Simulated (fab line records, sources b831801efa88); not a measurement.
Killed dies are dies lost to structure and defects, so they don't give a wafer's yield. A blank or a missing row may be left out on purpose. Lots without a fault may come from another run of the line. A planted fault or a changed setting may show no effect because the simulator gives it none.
fab line records | flow sky130 | part 1 of 2: steps 1 to 23 of 35
record lots=5 wafers=15 last_day=49
route steps=708 shown VIA3@594 METAL4@598 CAP2M@603
lots that met no fault: from a run of the same line without faults
start_h: hours from the record's first day to the start of the lot's first wafer shown | wait_h: hours since the lot's step before | " the same as in the row above | L1.1+2: a row that stands for several wafers | - no value, or no start given | * or withheld: withheld | < > ~ a bound
route shown NAME@n: a module of which the file shows steps, and the number in the route of the first | usual: mean/standard deviation of fault-free wafers | same: alike in all rows | chamber/n: place in a boat | sites: the reading at each site | _std_site: their standard deviation | _edge_site: outer sites' mean less inner sites' | radius_mm: how far each site lies from the wafer's centre | mask NAME#n: copy n | behind: the tool/chamber that last shaped the wafer | hold: why the lot was held/for how many hours/how that ended | device: the transistor (n, p or np) that didn't switch | end of line: the same wafers' tests at the end of the route | a step without rows: its recipe alone | killed: dies lost to structure and defects at the first sort, not the wafer's yield | map: a wafer's dies, x killed, . not, _ none there
set.NAME: the setting as run; set.NAME@STEP: as run at that earlier step | model.NAME: the simulator's own value behind a step, which no gauge read
lots at some steps of the route; a table a step, a row a wafer
services: from which hour (start_h, from the record's first day; less than 0 if before it) a tool's chamber was out of use, for how many hours, and why
## steps
# step SKY_VIA3_CVD_21
# recipe material=W target_thk_nm=390 time_s=117.31 temp_c=400 pressure_torr=40
# usual heater_power_w=820/40
# columns lot.wafer tool chamber start_h wait_h heater_power_w
L078.2 cvd_w-01 0 955.65 0.0 775
L078.4 " 0 " " 781
L078.6 " 0 " " 772
L082.1 cvd_w-01 0 987.49 0.0 772
L082.5 " 0 " " 768
L082.6 " 1 " " 887
L085.2 cvd_w-01 1 1005.31 0.0 886
L085.4 " 0 " " 768
L085.5 " 1 " " 906
L086.1 cvd_w-02 0 1012.72 0.0 799
L086.2 " 1 " " 849
L086.6 " 1 " " 839
L093.2 cvd_w-02 0 1054.79 0.0 803
L093.5 " 0 " " 825
L093.6 " 1 " " 835
# step SKY_VIA3_RS_MEAS_22
# recipe thk_meas_gauge=four-point-probe reads=W_of_VIA3_CVD_21+TiN_of_VIA3_SPUTTER_20
# usual VIA3_W_RS=0.294/0.0038
# columns lot.wafer tool chamber start_h wait_h VIA3_W_RS[ohm/sq]
L078.2 film_metro-03 - 955.79 0.1 0.293
L078.4 " - " " 0.293
L078.6 " - " " 0.298
L082.1 film_metro-02 - 987.62 0.1 0.291
L082.5 " - " " 0.293
L082.6 " - " " 0.291
L085.2 film_metro-01 - 1005.46 0.1 0.294
L085.4 " - " " 0.299
L085.5 " - " " 0.293
L086.1 film_metro-03 - 1012.85 0.1 0.293
L086.2 " - " " 0.293
L086.6 " - " " 0.292
L093.2 film_metro-03 - 1054.93 0.1 0.298
L093.5 " - " " 0.297
L093.6 " - " " 0.303
# step SKY_VIA3_THK_MEAS_23
# recipe thk_meas_gauge=xrf reads=W_of_VIA3_CVD_21
# usual VIA3_W_THK=386/6.7
# columns lot.wafer tool chamber start_h wait_h VIA3_W_THK[nm]
L078.2 film_metro-03 - 955.90 0.1 384
L078.4 " - " " 386
L078.6 " - " " 380
L082.1 film_metro-02 - 987.74 0.1 390
L082.5 " - " " 386
L082.6 " - " " 391
L085.2 film_metro-01 - 1005.57 0.1 379
L085.4 " - " " 373
L085.5 " - " " 383
L086.1 film_metro-03 - 1012.97 0.1 386
L086.2 " - " " 386
L086.6 " - " " 385
L093.2 film_metro-03 - 1055.04 0.1 377
L093.5 " - " " 381
L093.6 " - " " 374
# step SKY_VIA3_CMP_24
# recipe stop_on=SiO2 t_overpolish_s=20 down_force_psi=3.5 platen_rpm=60 target_thk_nm=0 pad_velocity_m_s=0.94248
# usual motor_current_A=10.9/0.86 overpolish_run_s=20.001/0.0095 platen_rpm=60.00/0.039 time_to_endpoint_s=98/4.2
# columns lot.wafer tool chamber start_h wait_h motor_current_A overpolish_run_s platen_rpm time_to_endpoint_s
L078.4 cmp-01 3 956.06 0.1 10.2 19.989 60.00 95
L078.2 " 0 " " 10.7 20.003 60.02 99
L078.6 " 1 " " 11.9 20.004 60.00 101
L082.1 cmp-01 3 988.02 0.3 10.2 20.007 59.97 99
L082.5 " 3 " " 9.7 20.014 60.00 95
L082.6 " 0 " " 11.3 19.984 59.96 99
L085.2 cmp-01 0 1005.62 0.0 10.4 19.993 60.01 95
L085.4 " 2 " " 12.2 20.018 59.98 97
L085.5 " 0 " " 11.1 20.004 59.97 97
L086.2 cmp-02 0 1013.08 0.1 9.8 20.003 60.05 98
L086.1 " 1 " " 10.5 20.014 60.02 93
L086.6 " 3 " " 10.6 19.995 60.00 100
L093.2 cmp-01 3 1055.14 0.1 10.3 20.014 59.97 94
L093.6 " 2 " " 11.5 20.015 59.99 97
L093.5 " 3 " " 10.2 19.995 59.99 92
# step SKY_METAL4_SPUTTER_00
# recipe material=Ti target_thk_nm=15 power_w=3000 time_s=10 chamber_pressure_pa=0.4
# usual throttle_valve_pct=29.3/1.1
# columns lot.wafer tool chamber start_h wait_h throttle_valve_pct
L078.2 pvd_sputter-04 - 956.26 0.1 29.8
L078.4 " - " " 30.7
L078.6 " - " " 28.8
L082.1 pvd_sputter-02 - 988.32 0.2 30.2
L082.5 " - " " 28.4
L082.6 " - " " 27.4
L085.2 pvd_sputter-03 - 1005.92 0.2 29.1
L085.4 " - " " 30.8
L085.5 " - " " 30.5
L086.1 pvd_sputter-03 - 1013.33 0.1 30.4
L086.2 " - " " 29.0
L086.6 " - " " 30.4
L093.2 pvd_sputter-02 - 1055.39 0.2 29.8
L093.5 " - " " 28.4
L093.6 " - " " 27.4
# step SKY_METAL4_SPUTTER_01
# recipe material=TiN target_thk_nm=20 power_w=6500 time_s=16.7 chamber_pressure_pa=0.4
# usual throttle_valve_pct=29.2/1.1
# columns lot.wafer tool chamber start_h wait_h throttle_valve_pct
L078.2 pvd_sputter-04 - 956.29 0.0 29.5
L078.4 " - " " 30.5
L078.6 " - " " 28.7
L082.1 pvd_sputter-02 - 988.34 0.0 30.1
L082.5 " - " " 28.0
L082.6 " - " " 27.2
L085.2 pvd_sputter-03 - 1005.94 0.0 29.0
L085.4 " - " " 30.9
L085.5 " - " " 30.4
L086.1 pvd_sputter-03 - 1013.35 0.0 30.5
L086.2 " - " " 28.9
L086.6 " - " " 30.6
L093.2 pvd_sputter-02 - 1055.41 0.0 29.4
L093.5 " - " " 28.2
L093.6 " - " " 27.5
# step SKY_METAL4_SPUTTER_02
# recipe material=AlCu target_thk_nm=735 power_w=10600 time_s=39.1 chamber_pressure_pa=0.4
# usual throttle_valve_pct=29.2/1.2
# columns lot.wafer tool chamber start_h wait_h throttle_valve_pct
L078.2 pvd_sputter-04 - 956.31 0.0 29.9
L078.4 " - " " 30.5
L078.6 " - " " 28.8
L082.1 pvd_sputter-02 - 988.37 0.0 30.5
L082.5 " - " " 28.4
L082.6 " - " " 27.5
L085.2 pvd_sputter-03 - 1005.96 0.0 29.2
L085.4 " - " " 31.1
L085.5 " - " " 30.5
L086.1 pvd_sputter-03 - 1013.38 0.0 30.2
L086.2 " - " " 29.2
L086.6 " - " " 30.6
L093.2 pvd_sputter-02 - 1055.44 0.0 29.5
L093.5 " - " " 28.4
L093.6 " - " " 27.4
# step SKY_METAL4_SPUTTER_03
# recipe material=Ti target_thk_nm=5 power_w=3000 time_s=3.3 chamber_pressure_pa=0.4
# usual throttle_valve_pct=29.2/1.1
# columns lot.wafer tool chamber start_h wait_h throttle_valve_pct
L078.2 pvd_sputter-04 - 956.35 0.0 29.5
L078.4 " - " " 30.7
L078.6 " - " " 28.6
L082.1 pvd_sputter-02 - 988.41 0.0 30.3
L082.5 " - " " 28.3
L082.6 " - " " 27.5
L085.2 pvd_sputter-03 - 1006.00 0.0 28.9
L085.4 " - " " 30.8
L085.5 " - " " 30.7
L086.1 pvd_sputter-03 - 1013.41 0.0 30.3
L086.2 " - " " 29.2
L086.6 " - " " 30.1
L093.2 pvd_sputter-02 - 1055.48 0.0 29.9
L093.5 " - " " 28.4
L093.6 " - " " 27.5
# step SKY_METAL4_SPUTTER_04
# recipe material=TiN target_thk_nm=70 power_w=6500 time_s=58.3 chamber_pressure_pa=0.4
# usual throttle_valve_pct=29.2/1.1
# columns lot.wafer tool chamber start_h wait_h throttle_valve_pct
L078.2 pvd_sputter-04 - 956.37 0.0 29.6
L078.4 " - " " 30.5
L078.6 " - " " 28.7
L082.1 pvd_sputter-02 - 988.43 0.0 30.4
L082.5 " - " " 27.9
L082.6 " - " " 27.4
L085.2 pvd_sputter-03 - 1006.02 0.0 29.2
L085.4 " - " " 30.6
L085.5 " - " " 30.4
L086.1 pvd_sputter-03 - 1013.43 0.0 30.4
L086.2 " - " " 29.2
L086.6 " - " " 30.7
L093.2 pvd_sputter-02 - 1055.50 0.0 29.6
L093.5 " - " " 28.3
L093.6 " - " " 27.6
# step SKY_CAP2M_CVD_00
# recipe material=SiO2 target_thk_nm=15.5 temp_c=400 time_s=withheld rf_w=450
# usual heater_power_w=725/71
# columns lot.wafer tool chamber start_h wait_h heater_power_w
L078.2 pecvd-01 0 956.42 0.0 589
L078.4 " 1 " " 807
L078.6 " 2 " " 652
L082.1 pecvd-04 2 988.48 0.0 812
L082.5 " 1 " " 774
L082.6 " 0 " " 708
L085.2 pecvd-04 2 1006.07 0.0 763
L085.4 " 2 " " 750
L085.5 " 1 " " 789
L086.1 pecvd-04 0 1013.48 0.0 713
L086.2 " 2 " " 798
L086.6 " 0 " " 704
L093.2 pecvd-01 1 1055.54 0.0 780
L093.5 " 1 " " 795
L093.6 " 2 " " 722
# step SKY_CAP2M_THK_MEAS_01
# recipe reads=SiO2_of_CAP2M_CVD_00
# usual CAP2M_CVD_00_THK=15.49/0.27
# columns lot.wafer tool chamber start_h wait_h CAP2M_CVD_00_THK[nm]
L078.2 film_metro-01 - 956.45 - 15.06
L078.4 " - " " 15.33
L078.6 " - " " 15.53
L082.1 film_metro-03 - 988.55 - 15.40
L082.5 " - " " 15.95
L082.6 " - " " 15.96
L085.2 film_metro-03 - 1006.10 - 15.09
L085.4 " - " " 15.31
L085.5 " - " " 15.67
L086.1 film_metro-04 - 1013.50 - 15.57
L086.2 " - " " 15.17
L086.6 " - " " 15.83
L093.2 film_metro-01 - 1055.58 - 15.06
L093.5 " - " " 15.35
L093.6 " - " " 15.71
# step SKY_CAP2M_SPUTTER_02
# recipe material=TiN target_thk_nm=200 temp_c=300 power_w=6500 time_s=166.7 chamber_pressure_pa=0.4
# usual throttle_valve_pct=30.0/1.1
# columns lot.wafer tool chamber start_h wait_h throttle_valve_pct
L078.2 pvd_sputter-03 - 956.50 0.0 29.0
L078.4 " - " " 31.0
L078.6 " - " " 31.0
L082.1 pvd_sputter-03 - 988.61 0.1 30.9
L082.5 " - " " 30.9
L082.6 " - " " 29.6
L085.2 pvd_sputter-02 - 1006.15 0.0 27.1
L085.4 " - " " 29.5
L085.5 " - " " 27.4
L086.1 pvd_sputter-02 - 1013.56 0.1 29.6
L086.2 " - " " 27.3
L086.6 " - " " 29.8
L093.2 pvd_sputter-03 - 1055.63 0.0 29.6
L093.5 " - " " 30.6
L093.6 " - " " 29.6
# step SKY_CAP2M_RS_MEAS_03
# recipe thk_meas_gauge=four-point-probe reads=TiN_of_CAP2M_SPUTTER_02
# usual CAP2M_TIN_RS=6.97/0.098
# columns lot.wafer tool chamber start_h wait_h CAP2M_TIN_RS[ohm/sq]
L078.2 film_metro-01 - 956.63 0.1 7.03
L078.4 " - " " 7.05
L078.6 " - " " 7.11
L082.1 film_metro-03 - 988.72 0.1 6.93
L082.5 " - " " 6.88
L082.6 " - " " 6.88
L085.2 film_metro-01 - 1006.28 0.1 6.92
L085.4 " - " " 6.85
L085.5 " - " " 6.98
L086.1 film_metro-03 - 1013.67 0.1 6.92
L086.2 " - " " 7.00
L086.6 " - " " 6.92
L093.2 film_metro-03 - 1055.76 0.1 6.87
L093.5 " - " " 6.85
L093.6 " - " " 6.80
# step SKY_CAP2M_THK_MEAS_04
# recipe thk_meas_gauge=xrf reads=TiN_of_CAP2M_SPUTTER_02
# usual CAP2M_TIN_THK=197.8/2.6
# columns lot.wafer tool chamber start_h wait_h CAP2M_TIN_THK[nm]
L078.2 film_metro-01 - 956.74 0.1 195.4
L078.4 " - " " 195.1
L078.6 " - " " 193.9
L082.1 film_metro-03 - 988.84 0.1 198.6
L082.5 " - " " 200.3
L082.6 " - " " 200.3
L085.2 film_metro-01 - 1006.39 0.1 200.0
L085.4 " - " " 200.8
L085.5 " - " " 197.9
L086.1 film_metro-03 - 1013.79 0.1 199.3
L086.2 " - " " 196.9
L086.6 " - " " 200.2
L093.2 film_metro-03 - 1055.87 0.1 201.6
L093.5 " - " " 201.4
L093.6 " - " " 202.5
# step SKY_CAP2M_DEHYDRATE_05
# recipe temp_c=200 time_s=60
# usual exhaust_pa=45.2/0.98
# columns lot.wafer tool chamber start_h wait_h exhaust_pa
L078.2 litho_track-01 0 968.66 11.9 45.2
L078.4 " 0 " " 44.6
L078.6 " 0 " " 44.6
L082.1 litho_track-03 0 999.10 10.3 45.6
L082.5 " 0 " " 46.0
L082.6 " 0 " " 45.8
L085.2 litho_track-01 0 1017.41 11.0 46.3
L085.4 " 0 " " 46.6
L085.5 " 0 " " 46.7
L086.1 litho_track-04 0 1024.39 10.6 44.9
L086.2 " 0 " " 44.6
L086.6 " 0 " " 44.7
L093.2 litho_track-03 0 1065.62 9.7 45.2
L093.5 " 0 " " 47.5
L093.6 " 0 " " 45.5
# step SKY_CAP2M_HMDS_06
# recipe prime_time_s=60 prime_temp_c=120
# usual exhaust_pa=44.9/0.94
# columns lot.wafer tool chamber start_h wait_h exhaust_pa
L078.2 litho_track-01 0 968.81 0.1 44.6
L078.4 " 0 " " 44.1
L078.6 " 0 " " 45.2
L082.1 litho_track-03 0 999.25 0.1 46.4
L082.5 " 0 " " 44.9
L082.6 " 0 " " 46.2
L085.2 litho_track-01 0 1017.56 0.1 45.4
L085.4 " 0 " " 45.7
L085.5 " 0 " " 45.0
L086.1 litho_track-04 0 1024.54 0.1 45.2
L086.2 " 0 " " 45.7
L086.6 " 0 " " 45.3
L093.2 litho_track-03 0 1065.77 0.1 44.4
L093.5 " 0 " " 45.1
L093.6 " 0 " " 45.6
# step SKY_CAP2M_COAT_07
# recipe resist=NOVOLAK spin_rpm=3000 resist_thk_nm=1140
# usual exhaust_pa=45.0/0.79
# columns lot.wafer tool chamber start_h wait_h exhaust_pa
L078.2 litho_track-01 0 968.96 0.1 44.7
L078.4 " 0 " " 44.6
L078.6 " 0 " " 45.6
L082.1 litho_track-03 0 999.40 0.1 44.2
L082.5 " 0 " " 44.2
L082.6 " 0 " " 42.8
L085.2 litho_track-01 0 1017.71 0.1 45.9
L085.4 " 0 " " 46.5
L085.5 " 0 " " 44.7
L086.1 litho_track-04 0 1024.69 0.1 44.5
L086.2 " 0 " " 45.3
L086.6 " 0 " " 45.7
L093.2 litho_track-03 0 1065.92 0.1 44.1
L093.5 " 0 " " 45.3
L093.6 " 0 " " 45.1
# step SKY_CAP2M_SOFTBAKE_08
# recipe temp_c=90 time_s=60 resist=NOVOLAK
# usual exhaust_pa=45.2/0.87
# columns lot.wafer tool chamber start_h wait_h exhaust_pa
L078.2 litho_track-01 0 969.11 0.1 44.0
L078.4 " 0 " " 44.5
L078.6 " 0 " " 44.9
L082.1 litho_track-03 0 999.55 0.1 45.1
L082.5 " 0 " " 43.9
L082.6 " 0 " " 43.6
L085.2 litho_track-01 0 1017.86 0.1 44.8
L085.4 " 0 " " 45.5
L085.5 " 0 " " 45.3
L086.1 litho_track-04 0 1024.84 0.1 44.4
L086.2 " 0 " " 46.0
L086.6 " 0 " " 44.5
L093.2 litho_track-03 0 1066.07 0.1 46.4
L093.5 " 0 " " 45.4
L093.6 " 0 " " 46.6
# step SKY_CAP2M_EXPOSE_09
# recipe mask_id=CAP2M na=0.6 source_shape=conventional sigma_outer=0.6 polarization=unpolarized target_cd_nm=1000 dose_mj=159
# usual reticle_temp_C=23.02/0.11 stage_vel_mm_s=500.03/0.29
# columns lot.wafer tool chamber start_h wait_h mask reticle_temp_C stage_vel_mm_s
L078.2 iline_stepper-01 0 - - CAP2M#0 22.98 500.18
L078.4 " 0 " " CAP2M#0 23.03 500.17
L078.6 " 0 " " CAP2M#0 22.93 500.26
L082.1 iline_stepper-02 0 - - CAP2M#0 22.94 500.17
L082.5 " 0 " " CAP2M#0 22.95 500.23
L082.6 " 0 " " CAP2M#0 23.11 499.99
L085.2 iline_stepper-02 0 - - CAP2M#0 23.12 499.97
L085.4 " 0 " " CAP2M#0 23.09 500.32
L085.5 " 0 " " CAP2M#0 23.18 500.02
L086.1 iline_stepper-02 0 - - CAP2M#0 22.99 500.14
L086.2 " 0 " " CAP2M#0 23.07 499.74
L086.6 " 0 " " CAP2M#0 23.18 499.94
L093.2 iline_stepper-02 0 - - CAP2M#0 23.06 500.22
L093.5 " 0 " " CAP2M#0 23.15 499.85
L093.6 " 0 " " CAP2M#0 23.19 499.98
# step SKY_CAP2M_PEB_10
# recipe temp_c=withheld time_s=* resist=NOVOLAK
# usual exhaust_pa=45.0/0.82
# columns lot.wafer tool chamber start_h wait_h exhaust_pa
L078.2 litho_track-01 0 - - 44.6
L078.4 " 0 " " 44.7
L078.6 " 0 " " 45.9
L082.1 litho_track-01 0 - - 44.1
L082.5 " 0 " " 44.7
L082.6 " 0 " " 43.7
L085.2 litho_track-04 0 - - 43.2
L085.4 " 0 " " 43.6
L085.5 " 0 " " 43.4
L086.1 litho_track-04 0 - - 46.0
L086.2 " 0 " " 46.5
L086.6 " 0 " " 46.9
L093.2 litho_track-03 0 - - 44.7
L093.5 " 0 " " 43.4
L093.6 " 0 " " 44.5
# step SKY_CAP2M_DEVELOP_11
# recipe resist=NOVOLAK developer=TMAH develop_time_s=60 dev_temp_c=23
# usual exhaust_pa=45.1/0.86
# same develop_time_s=60
# columns lot.wafer tool chamber start_h wait_h exhaust_pa
L078.2 litho_track-01 0 980.41 0.1 43.5
L078.4 " 0 " " 45.0
L078.6 " 0 " " 45.4
L082.1 litho_track-01 0 1011.09 0.1 45.3
L082.5 " 0 " " 45.1
L082.6 " 0 " " 44.2
L085.2 litho_track-04 0 1028.81 0.1 45.3
L085.4 " 0 " " 45.3
L085.5 " 0 " " 45.2
L086.1 litho_track-04 0 1036.04 0.1 44.2
L086.2 " 0 " " 44.8
L086.6 " 0 " " 44.5
L093.2 litho_track-03 0 1076.12 0.1 46.1
L093.5 " 0 " " 45.6
L093.6 " 0 " " 45.5
# step SKY_CAP2M_OVL_MEAS_12
# usual CAP2M_OVL=0.9/1.5
# columns lot.wafer tool chamber start_h wait_h CAP2M_OVL[nm]
L078.2 overlay-01 - 980.54 0.1 0.2
L078.4 " - " " 1.2
L078.6 " - " " 0.5
L082.1 overlay-01 - 1011.24 0.1 1.5
L082.5 " - " " 1.7
L082.6 " - " " -0.1
L085.2 overlay-01 - 1028.94 0.1 3.2
L085.4 " - " " 2.7
L085.5 " - " " 4.0
L086.1 overlay-01 - 1036.19 0.1 -2.2
L086.2 " - " " 0.4
L086.6 " - " " -2.2
L093.2 overlay-02 - 1076.25 0.1 2.1
L093.5 " - " " 1.2
L093.6 " - " " 1.5
# step SKY_CAP2M_METAL_ETCH_13
# recipe target_depth_nm=220 stop_on=SiO2 chemistry=Cl2/BCl3 target=TiN pressure_mtorr=10 icp_w=900 bias_w=48.5 Cl2_flow_sccm=60 bcl3_flow_sccm=30 time_s=62.9
# usual drypump_motor_current_A=5.5/0.34 mfc_cl2_sccm=59.97/0.17 oes_product_au=0.937/0.009 throttle_valve_pct=21.904/0.011
# columns lot.wafer tool chamber start_h wait_h drypump_motor_current_A mfc_cl2_sccm oes_product_au rf_hours_counter_h throttle_valve_pct
L078.2 rie_metal-02 1 980.57 0.0 6.0 60.18 0.934 8 21.888
L078.4 " 0 " " 5.8 60.06 0.929 - 21.917
L078.6 " 0 " " 5.8 60.23 0.924 - 21.921
L082.1 rie_metal-02 1 1011.27 0.0 6.0 59.97 0.933 9 21.897
L082.5 " 1 " " 6.0 59.88 0.943 - 21.903
L082.6 " 0 " " 5.8 59.75 0.941 - 21.890
L085.2 rie_metal-01 1 1028.97 0.0 5.4 59.89 0.943 9 21.920
L085.4 " 0 " " 5.4 59.87 0.946 - 21.887
L085.5 " 1 " " 5.4 60.03 0.934 - 21.902
L086.1 rie_metal-01 0 1036.22 0.0 5.4 60.01 0.940 16 21.900
L086.2 " 1 " " 5.5 60.09 0.932 9 21.913
L086.6 " 1 " " 5.4 60.08 0.948 - 21.906
L093.2 rie_metal-01 1 1076.28 0.0 5.4 60.06 0.949 11 21.897
L093.5 " 0 " " 5.4 59.83 0.936 - 21.902
L093.6 " 1 " " 5.4 59.86 0.951 - 21.900
